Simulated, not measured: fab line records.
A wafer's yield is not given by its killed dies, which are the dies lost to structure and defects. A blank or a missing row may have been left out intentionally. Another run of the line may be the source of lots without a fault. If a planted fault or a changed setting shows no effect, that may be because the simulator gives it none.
Struck lot and sound lot, side by side || flow sky130 || 17 out of 708 route steps
Sound: these wafers, L196.3, L196.4, L196.5. Struck: wafer L207.1. (L207.2 of the same lot was not struck and is left out.) The cause comes at the end.
Order at every step that has rows: each side's tool, ch and its chambers, its first start. Under that, the readings that differ: sound wafers || struck wafers || difference of the means || sigmas: that difference in standard deviations of wafers without a fault.
alike: readings with means less than 2 such deviations apart, plus words and numbers identical on both sides. not compared: withheld readings, readings lacking a value on some wafer, bounds such as >300 that could conceal the same value, and numbers that have no deviation in the record and whose values overlap.
A row with sigmas, a row that says differs or no value, or rows on one side alone: a step with any of these is where the two part. Numbers that have no deviation but don't overlap get no sigmas and don't part them. Lack of a reading on every wafer of one side parts them only where that side has two or more wafers.

SKY_CONTACT_CMP_04: polishes SiO2.
  sound on cmp-01 ch 2,3, day 30 07:53; struck on cmp-02 ch 1, day 33 18:45
  alike: motor_current_A, slurry_flow_ml_min, time_to_endpoint_s
SKY_CONTACT_BOW_MEAS_05:
  sound on film_metro-02, day 30 08:13; struck on film_metro-02, day 33 19:03
  alike: CONTACT_BOW
then, 8 steps without rows for these wafers: SKY_CONTACT_DEHYDRATE_06 (time 60 s); SKY_CONTACT_HMDS_07 (prime time 60 s); SKY_CONTACT_COAT_08 (resist thk 60 nm); SKY_CONTACT_COAT_09 (resist thk 450 nm); SKY_CONTACT_SOFTBAKE_10 (time 90 s); SKY_CONTACT_EXPOSE_11 (exposes mask CTM1, target cd 170 nm); SKY_CONTACT_PEB_12; SKY_CONTACT_DEVELOP_13 (develop time 60 s).
SKY_CONTACT_CD_MEAS_14: target cd 170 nm.
  sound on cd_sem-02, day 31 10:49; struck on cd_sem-02, day 34 21:44
  alike: cd_nm
SKY_CONTACT_OVL_MEAS_15:
  sound on overlay-02, day 31 10:55; struck on overlay-01, day 34 21:51
  alike: CONTACT_OVL
SKY_CONTACT_ETCH_16: etches BARC in N2/H2, stops on SiO2, time 45.9 s, target depth 60 nm.
  sound on rie_diel-03 ch 0,1, day 31 10:56; struck on rie_diel-03 ch 3, day 34 21:53
{"reading": "drypump_motor_current_A (A)", "sound": "5.9 5.3 5.3", "struck": 6.3, "difference": "+0.8", "sigmas": "+2"}
{"reading": "model.KrF-thick_of_CONTACT_COAT_09.thk_nm (nm)", "sound": "393.8 394.1 393.4", "struck": 396.5, "difference": "+2.7", "sigmas": ""}
  alike: chamber_pressure_mTorr, oes_product_au, throttle_valve_pct
  not compared: rf_hours_counter_h
SKY_CONTACT_ETCH_17: etches SiO2 in C4F8/O2/Ar, stops on Si3N4, target depth 340 nm.
  sound on rie_diel-03 ch 0,1, day 31 10:59; struck on rie_diel-03 ch 3, day 34 21:56
  alike: chamber_pressure_mTorr, oes_product_au
SKY_CONTACT_ETCH_18: etches Si3N4 in CHF3/O2, stops on TiN, time 39 s, target depth 75 nm.
  sound: rie_diel-03 ch 0,1; struck: rie_diel-03 ch 3
{"reading": "drypump_motor_current_A (A)", "sound": "5.9 5.3 5.3", "struck": 6.3, "difference": "+0.8", "sigmas": "+2"}
{"reading": "model.KrF-thick_of_CONTACT_COAT_09.thk_nm (nm)", "sound": "244.5 244.5 243.8", "struck": 247.4, "difference": "+3.1", "sigmas": ""}
  alike: chamber_pressure_mTorr, oes_product_au, throttle_valve_pct
  not compared: rf_hours_counter_h
SKY_CONTACT_STRIP_19: strips in O2/N2.
  sound on plasma_asher-02 ch 0,1, day 31 11:06; struck on plasma_asher-01 ch 0, day 34 22:01
{"reading": "rf_hours_counter_h (h)", "sound": "- - -", "struck": 7, "difference": "no value on the sound wafers", "sigmas": ""}
  alike: chamber_pressure_mTorr, drypump_motor_current_A, oes_product_au, strip_time_to_endpoint_s
-- the record jumps here: 14 days lie between the struck wafers' starts before and after (it left off in module CONTACT and takes up again in module PAD_OPEN, whose first step shown is number 708 of the route) --
SKY_PAD_OPEN_PROBE_99:
  only the struck wafers here have rows in the record (prober-01, day 48 12:24); the sound ones have none

## WHERE THEY PART
Last at SKY_PAD_OPEN_PROBE_99 as far as this record goes, first at SKY_CONTACT_ETCH_16.

WHY: whatever the simulator had introduced
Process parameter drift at SKY_CONTACT_ETCH_16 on rie_diel-03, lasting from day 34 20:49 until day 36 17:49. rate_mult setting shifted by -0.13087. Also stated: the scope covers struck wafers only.
